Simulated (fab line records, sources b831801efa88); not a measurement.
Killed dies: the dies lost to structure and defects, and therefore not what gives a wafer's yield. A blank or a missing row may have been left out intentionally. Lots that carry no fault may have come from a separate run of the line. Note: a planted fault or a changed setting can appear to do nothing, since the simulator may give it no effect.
The tool behind it: which one? | flow gf180mcu | 72 wafers from 24 lots sampled at 6 of the route's 602 steps

== WHAT THE GAUGES READ, wafer by wafer ==
GF_DNWELL_TW_MEAS_09. Usual: for DNWELL_TW the level is 1354 and the standard deviation is 11.
lot  | measured    | on           | DNWELL_TW      | flag
L074 | day 2 19:44 | filmMetro-04 | 1348 1362 1356 | 
L075 | day 3 01:34 | filmMetro-04 | 1335 1335 1329 | 
L076 | day 3 07:28 | filmMetro-04 | 1358 1362 1351 | 
L077 | day 3 11:31 | filmMetro-04 | 1341 1345 1338 | 
L078 | day 3 17:10 | filmMetro-02 | 1359 1353 1359 | 
L079 | day 3 21:55 | filmMetro-04 | 1353 1359 1346 | 
L080 | day 4 02:46 | filmMetro-02 | 1357 1359 1360 | 
L081 | day 4 10:37 | filmMetro-03 | 1351 1340 1337 | 
L082 | day 4 15:28 | filmMetro-02 | 1374 1368 1375 | 
L083 | day 4 20:22 | filmMetro-02 | 1374 1360 1357 | 
L084 | day 5 00:20 | filmMetro-02 | 1365 1368 1363 | 
L085 | day 5 03:16 | filmMetro-03 | 1342 1353 1351 | 
L086 | day 5 11:13 | filmMetro-02 | 1361 1355 1357 | 
L087 | day 5 16:40 | filmMetro-04 | 1341 1344 1338 | 
L088 | day 5 21:08 | filmMetro-03 | 1355 1353 1348 | 
L089 | day 6 05:02 | filmMetro-02 | 1373 1367 1372 | 
L090 | day 6 11:13 | filmMetro-04 | 1355 1361 1368 | 
L091 | day 6 15:05 | filmMetro-03 | 1347 1347 1357 | 
L092 | day 6 18:59 | filmMetro-04 | 1346 1340 1336 | 
L093 | day 7 00:31 | filmMetro-02 | 1350 1360 1363 | 
L094 | day 7 07:01 | filmMetro-04 | 1362 1363 1357 | 
L095 | day 7 11:34 | filmMetro-03 | 1347 1346 1339 | 
L096 | day 7 17:13 | filmMetro-04 | 1358 1364 1360 | 
L097 | day 7 22:13 | filmMetro-04 | 1363 1362 1360 | 

GF_HV_LDD_CD_MEAS_46: the cd target is 400 nm. Usual: cdNm reads 402.0 nm (standard deviation 2.5).
lot  | measured     | on       | cdNm (nm)         | flag
L074 | day 12 13:32 | cdSem-02 | 401.1 400.4 399.2 | 
L075 | day 12 17:18 | cdSem-01 | 402.9 402.6 404.7 | 
L076 | day 13 04:21 | cdSem-01 | 404.0 402.6 403.3 | 
L077 | day 13 08:27 | cdSem-01 | 399.6 399.4 399.4 | 
L078 | day 13 16:19 | cdSem-01 | 403.6 403.4 403.6 | 
L079 | day 14 00:57 | cdSem-02 | 399.9 399.9 401.3 | 
L080 | day 14 07:52 | cdSem-01 | 407.1 407.5 407.2 | 
L081 | day 14 19:41 | cdSem-01 | 401.4 400.7 401.3 | 
L082 | day 15 06:39 | cdSem-01 | 403.9 402.9 400.7 | 
L083 | day 15 12:49 | cdSem-02 | 398.1 399.9 398.2 | 
L084 | day 15 15:55 | cdSem-02 | 398.7 401.0 401.7 | 
L085 | day 16 03:12 | cdSem-02 | 406.4 406.4 406.5 | 
L086 | day 16 12:31 | cdSem-01 | 402.7 404.0 404.2 | 
L087 | day 16 14:10 | cdSem-01 | 402.1 403.8 404.1 | 
L088 | day 17 05:34 | cdSem-02 | 398.3 399.8 398.0 | 
L089 | day 17 12:47 | cdSem-02 | 401.7 401.3 404.3 | 
L090 | day 18 01:32 | cdSem-01 | 404.9 406.0 402.6 | 
L091 | day 18 02:14 | cdSem-02 | 402.0 404.3 405.9 | 
L092 | day 18 09:51 | cdSem-01 | 399.2 399.7 401.9 | 
L093 | day 18 16:09 | cdSem-01 | 402.9 402.2 403.5 | 
L094 | day 19 03:57 | cdSem-02 | 399.9 402.3 402.4 | 
L095 | day 19 09:49 | cdSem-01 | 397.3 396.1 396.7 | 
L096 | day 19 19:34 | cdSem-01 | 402.1 400.5 402.2 | 
L097 | day 20 00:33 | cdSem-01 | 402.6 400.8 401.0 | 

GF_CONTACT_BOW_MEAS_05. Usual: for CONTACT_BOW the level is 65 um and the standard deviation is 7.
lot  | measured     | on           | CONTACT_BOW (um) | flag
L074 | day 15 10:27 | filmMetro-03 | 76 56 51         | 
L075 | day 15 13:59 | filmMetro-02 | 70 60 63         | 
L076 | day 16 01:14 | filmMetro-03 | 66 66 81         | 
L077 | day 16 05:43 | filmMetro-01 | 69 70 74         | 
L078 | day 16 13:48 | filmMetro-01 | 63 69 66         | 
L079 | day 16 23:28 | filmMetro-01 | 65 63 62         | 
L080 | day 17 07:38 | filmMetro-03 | 64 61 66         | 
L081 | day 17 22:05 | filmMetro-02 | 56 58 63         | 
L082 | day 18 08:14 | filmMetro-01 | 60 69 67         | 
L083 | day 18 14:50 | filmMetro-01 | 75 80 71         | 
L084 | day 18 19:55 | filmMetro-02 | 54 78 55         | 
L085 | day 19 07:07 | filmMetro-01 | 62 67 64         | 
L086 | day 19 17:08 | filmMetro-03 | 58 60 68         | 
L087 | day 19 20:11 | filmMetro-01 | 53 65 69         | 
L088 | day 20 11:58 | filmMetro-02 | 70 64 75         | 
L089 | day 20 18:29 | filmMetro-03 | 54 63 65         | 
L090 | day 21 06:38 | filmMetro-03 | 61 72 57         | 
L091 | day 21 08:51 | filmMetro-01 | 60 62 62         | 
L092 | day 21 17:04 | filmMetro-02 | 60 59 73         | 
L093 | day 21 22:19 | filmMetro-03 | 64 78 48         | 
L094 | day 22 09:17 | filmMetro-03 | 65 58 70         | 
L095 | day 22 15:32 | filmMetro-03 | 58 59 56         | 
L096 | day 23 00:35 | filmMetro-01 | 59 67 73         | 
L097 | day 23 05:40 | filmMetro-02 | 71 72 79         | 

GF_V2_RS_MEAS_24: uses a four-point probe to measure. Usual: for V2_W_RS the level is 0.3299 ohm/sq and the standard deviation is 0.0023.
lot  | measured     | on           | V2_W_RS (ohm/sq)     | flag
L074 | day 20 13:58 | filmMetro-02 | 0.3256 0.3256 0.3279 | 
L075 | day 20 17:26 | filmMetro-02 | 0.3301 0.3319 0.3321 | 
L076 | day 21 06:14 | filmMetro-01 | 0.3280 0.3239 0.3279 | 
L077 | day 21 11:47 | filmMetro-01 | 0.3323 0.3297 0.3322 | 
L078 | day 21 18:57 | filmMetro-03 | 0.3347 0.3332 0.3320 | 
L079 | day 22 05:26 | filmMetro-02 | 0.3338 0.3301 0.3324 | 
L080 | day 22 15:18 | filmMetro-02 | 0.3307 0.3302 0.3332 | 
L081 | day 23 03:51 | filmMetro-03 | 0.3304 0.3293 0.3331 | 
L082 | day 23 15:37 | filmMetro-01 | 0.3279 0.3287 0.3279 | 
L083 | day 23 18:42 | filmMetro-02 | 0.3296 0.3261 0.3307 | 
L084 | day 24 02:09 | filmMetro-01 | 0.3305 0.3279 0.3304 | 
L085 | day 24 13:00 | filmMetro-01 | 0.3311 0.3292 0.3293 | 
L086 | day 24 21:42 | filmMetro-03 | 0.3292 0.3252 0.3317 | 
L087 | day 25 01:09 | filmMetro-02 | 0.3315 0.3349 0.3296 | 
L088 | day 25 13:14 | filmMetro-01 | 0.3269 0.3286 0.3281 | 
L089 | day 25 19:22 | filmMetro-02 | 0.3306 0.3339 0.3310 | 
L090 | day 26 05:29 | filmMetro-03 | 0.3293 0.3298 0.3334 | 
L091 | day 26 08:22 | filmMetro-03 | 0.3270 0.3314 0.3285 | 
L092 | day 26 15:52 | filmMetro-02 | 0.3308 0.3313 0.3354 | 
L093 | day 26 19:34 | filmMetro-02 | 0.3288 0.3304 0.3294 | 
L094 | day 27 04:41 | filmMetro-02 | 0.3289 0.3288 0.3318 | 
L095 | day 27 11:14 | filmMetro-02 | 0.3276 0.3303 0.3322 | 
L096 | day 27 20:08 | filmMetro-03 | 0.3303 0.3328 0.3309 | 
L097 | day 27 23:22 | filmMetro-01 | 0.3281 0.3288 0.3267 | 

== EACH LOT AND THE TOOL THAT RAN IT (in order: tool; ch and the chambers of the sampled wafers; start) ==
lot  | GF_PSD_STRIP_10                     | GF_V2_SPUTTER_22
L074 | plasmaAsher-04 ch 0,1, day 14 11:46 | pvdSputter-03, day 20 13:47
L075 | plasmaAsher-01 ch 0,1, day 14 14:59 | pvdSputter-04, day 20 17:17
L076 | plasmaAsher-01 ch 0,1, day 15 01:25 | pvdSputter-03, day 21 06:05
L077 | plasmaAsher-04 ch 0,1, day 15 06:40 | pvdSputter-03, day 21 11:38
L078 | plasmaAsher-02 ch 0,1, day 15 14:04 | pvdSputter-01, day 21 18:47
L079 | plasmaAsher-01 ch 0,1, day 15 23:23 | pvdSputter-03, day 22 05:17
L080 | plasmaAsher-04 ch 0,1, day 16 06:28 | pvdSputter-03, day 22 15:08
L081 | plasmaAsher-01 ch 0,1, day 16 20:55 | pvdSputter-03, day 23 03:41
L082 | plasmaAsher-02 ch 0,1, day 17 07:14 | pvdSputter-04, day 23 15:28
L083 | plasmaAsher-02 ch 1, day 17 13:20   | pvdSputter-04, day 23 18:32
L084 | plasmaAsher-01 ch 0,1, day 17 18:32 | pvdSputter-04, day 24 01:56
L085 | plasmaAsher-02 ch 0,1, day 18 04:40 | pvdSputter-03, day 24 12:44
L086 | plasmaAsher-04 ch 0,1, day 18 14:26 | pvdSputter-04, day 24 21:33
L087 | plasmaAsher-01 ch 1, day 18 17:25   | pvdSputter-04, day 25 00:59
L088 | plasmaAsher-01 ch 0,1, day 19 09:35 | pvdSputter-03, day 25 13:03
L089 | plasmaAsher-02 ch 0,1, day 19 16:40 | pvdSputter-04, day 25 19:11
L090 | plasmaAsher-04 ch 0,1, day 20 05:13 | pvdSputter-03, day 26 05:19
L091 | plasmaAsher-01 ch 0,1, day 20 06:53 | pvdSputter-04, day 26 08:10
L092 | plasmaAsher-02 ch 0,1, day 20 15:10 | pvdSputter-03, day 26 15:40
L093 | plasmaAsher-04 ch 0,1, day 20 20:56 | pvdSputter-03, day 26 19:25
L094 | plasmaAsher-04 ch 0,1, day 21 07:25 | pvdSputter-03, day 27 04:32
L095 | plasmaAsher-01 ch 1, day 21 13:47   | pvdSputter-03, day 27 11:05
L096 | plasmaAsher-01 ch 0,1, day 21 23:16 | pvdSputter-03, day 27 19:58
L097 | plasmaAsher-01 ch 0,1, day 22 04:16 | pvdSputter-03, day 27 23:13
- GF_PSD_STRIP_10: strips in O2/N2.
- GF_V2_SPUTTER_22: material TiN, target thk 10 nm, time 40 s.

== WHAT THE TOOLS THEMSELVES READ (means of the sampled wafers that have a number; where no wafer has one, the mark that the record gives instead) ==
GF_PSD_STRIP_10. Usual: drypumpMotorCurrentA 5.4 A, standard deviation 0.38; heaterPowerW 346 W, standard deviation 15; n2FlowSccm 300.1 sccm, standard deviation 0.88; o2FlowSccm 3000 sccm, standard deviation 7.9; oesProductAu 0.591 a.u., standard deviation 0.0046; stripTimeToEndpointS 16.60 s, standard deviation 0.034.
lot  | tool           | drypumpMotorCurrentA (A) | heaterPowerW (W) | n2FlowSccm (sccm) | o2FlowSccm (sccm) | oesProductAu (a.u.) | stripTimeToEndpointS (s) | flag
L074 | plasmaAsher-04 | 5.1                      | 335              | 299.6             | 3000              | 0.588               | 16.60                    | 
L075 | plasmaAsher-01 | 5.3                      | 345              | 300.3             | 3004              | 0.595               | 16.65                    | 
L076 | plasmaAsher-01 | 5.2                      | 351              | 299.9             | 3003              | 0.591               | 16.55                    | 
L077 | plasmaAsher-04 | 5.3                      | 336              | 300.5             | 3001              | 0.588               | 16.58                    | 
L078 | plasmaAsher-02 | 5.9                      | 355              | 300.0             | 2996              | 0.594               | 16.59                    | 
L079 | plasmaAsher-01 | 5.3                      | 344              | 300.3             | 2991              | 0.587               | 16.62                    | 
L080 | plasmaAsher-04 | 5.3                      | 329              | 299.2             | 3001              | 0.591               | 16.55                    | 
L081 | plasmaAsher-01 | 5.3                      | 352              | 300.0             | 2998              | 0.594               | 16.64                    | 
L082 | plasmaAsher-02 | 5.9                      | 360              | 300.7             | 3004              | 0.589               | 16.59                    | 
L083 | plasmaAsher-02 | 5.3                      | 354              | 300.3             | 3001              | 0.601               | 16.63                    | 
L084 | plasmaAsher-01 | 5.3                      | 352              | 298.8             | 2997              | 0.584               | 16.58                    | 
L085 | plasmaAsher-02 | 5.9                      | 358              | 300.2             | 2999              | 0.593               | 16.63                    | 
L086 | plasmaAsher-04 | 5.1                      | 331              | 300.4             | 3002              | 0.592               | 16.65                    | 
L087 | plasmaAsher-01 | 5.1                      | 365              | 301.0             | 3008              | 0.590               | 16.59                    | 
L088 | plasmaAsher-01 | 5.3                      | 343              | 299.8             | 2999              | 0.590               | 16.60                    | 
L089 | plasmaAsher-02 | 5.9                      | 361              | 299.9             | 3000              | 0.584               | 16.62                    | 
L090 | plasmaAsher-04 | 5.4                      | 325              | 300.3             | 2989              | 0.593               | 16.62                    | 
L091 | plasmaAsher-01 | 5.3                      | 348              | 299.8             | 3000              | 0.593               | 16.58                    | 
L092 | plasmaAsher-02 | 5.9                      | 361              | 300.5             | 3002              | 0.593               | 16.60                    | 
L093 | plasmaAsher-04 | 5.1                      | 332              | 300.4             | 3002              | 0.592               | 16.63                    | 
L094 | plasmaAsher-04 | 5.4                      | 337              | 299.2             | 2998              | 0.588               | 16.57                    | 
L095 | plasmaAsher-01 | 5.2                      | 361              | 300.2             | 3003              | 0.591               | 16.59                    | 
L096 | plasmaAsher-01 | 5.3                      | 361              | 300.8             | 2995              | 0.589               | 16.60                    | 
L097 | plasmaAsher-01 | 5.3                      | 347              | 299.0             | 3001              | 0.591               | 16.60                    | 

GF_V2_SPUTTER_22. Usual: throttleValvePct reads 29.7 % (standard deviation 0.94).
lot  | tool          | throttleValvePct (%) | flag
L074 | pvdSputter-03 | 30.3                 | 
L075 | pvdSputter-04 | 28.6                 | 
L076 | pvdSputter-03 | 29.6                 | 
L077 | pvdSputter-03 | 30.0                 | 
L078 | pvdSputter-01 | 30.5                 | 
L079 | pvdSputter-03 | 30.2                 | 
L080 | pvdSputter-03 | 30.3                 | 
L081 | pvdSputter-03 | 30.7                 | 
L082 | pvdSputter-04 | 29.2                 | 
L083 | pvdSputter-04 | 29.5                 | 
L084 | pvdSputter-04 | 28.5                 | 
L085 | pvdSputter-03 | 29.6                 | 
L086 | pvdSputter-04 | 28.9                 | 
L087 | pvdSputter-04 | 29.2                 | 
L088 | pvdSputter-03 | 29.9                 | 
L089 | pvdSputter-04 | 28.4                 | 
L090 | pvdSputter-03 | 30.4                 | 
L091 | pvdSputter-04 | 28.7                 | 
L092 | pvdSputter-03 | 29.6                 | 
L093 | pvdSputter-03 | 30.7                 | 
L094 | pvdSputter-03 | 29.7                 | 
L095 | pvdSputter-03 | 29.5                 | 
L096 | pvdSputter-03 | 29.7                 | 
L097 | pvdSputter-03 | 30.3                 | 

== THE ANSWER, worked out from the rows above alone ==
Rule: a lot counts as off when the mean over its wafers that have a number is more than 3 standard deviations away from the usual mean. A lot without any number at a reading at which 4 lots or more have one is off too. Where the step has rows for the other lots, those lots are counted as sound. First the gauges in route order, then the tools' own readings, where a lot's mean is used as printed above. At the first step where some lot is off, the reading lying furthest off is the one used; lots without a number count as furthest.
No lot is off at any reading shown: from this, nothing can be told.

== WHAT THE SIMULATOR HAD INSERTED ==
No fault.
